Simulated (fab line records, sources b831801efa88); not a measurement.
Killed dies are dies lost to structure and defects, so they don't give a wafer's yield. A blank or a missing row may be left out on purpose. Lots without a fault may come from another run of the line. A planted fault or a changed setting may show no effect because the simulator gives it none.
Chamber matching | flow gf180mcu | GF_V4_CMP_04 on cmp-02: 4 sister chambers
The step polishes SiO2. 4 wafers are shown with their chamber, then 12 later ones without.

WAFERS WITH THEIR CHAMBER
wafer  | chamber | motor_current_A (A)
L087.2 | 2       | 11.4
L093.2 | 0       | 12.3
L093.3 | 1       | 11.7
L093.6 | 3       | 13.1

WAFERS WITHOUT THEIR CHAMBER
wafer  | motor_current_A (A)
L094.1 | 14.6
L094.4 | 11.8
L094.6 | 13.4
L095.2 | 13.4
L095.4 | 12.0
L095.6 | 13.9
L096.2 | 12.3
L096.3 | 12.1
L096.4 | 11.2
L097.1 | 11.7
L097.2 | 11.6
L097.6 | 12.3

WHICH CHAMBER EACH WENT THROUGH
wafer  | from the rows above               | in truth
L094.1 | can't be placed: 3 or 0           | 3
L094.4 | can't be placed: 1 or 2 or 0      | 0
L094.6 | can't be placed: 3 or 0           | 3
L095.2 | can't be placed: 3 or 0           | 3
L095.4 | can't be placed: 0 or 1 or 2 or 3 | 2
L095.6 | can't be placed: 3 or 0           | 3
L096.2 | can't be placed: 0 or 1 or 3 or 2 | 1
L096.3 | can't be placed: 0 or 1 or 2 or 3 | 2
L096.4 | can't be placed: 2 or 1 or 0      | 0
L097.1 | can't be placed: 1 or 2 or 0      | 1
L097.2 | can't be placed: 1 or 2 or 0      | 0
L097.6 | can't be placed: 0 or 1 or 3 or 2 | 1
Placed correctly: 0 of 12. Can't be placed from these rows: 12 (the true chamber is among the candidates in 12). Placed wrongly: 0.
How it was worked out, from the rows above alone: a wafer's distance from a chamber is the root of the sum, over the readings, of the square of ((its reading less the chamber's mean) divided by the reading's scatter). The wafer belongs to the nearest chamber; if the next one is less than 2 further off, it can't be placed. A chamber's mean is the mean of its shown wafers. The scatter: with one shown wafer a chamber, the root of the mean of the squares of how far each hidden wafer lies from its nearest shown one.
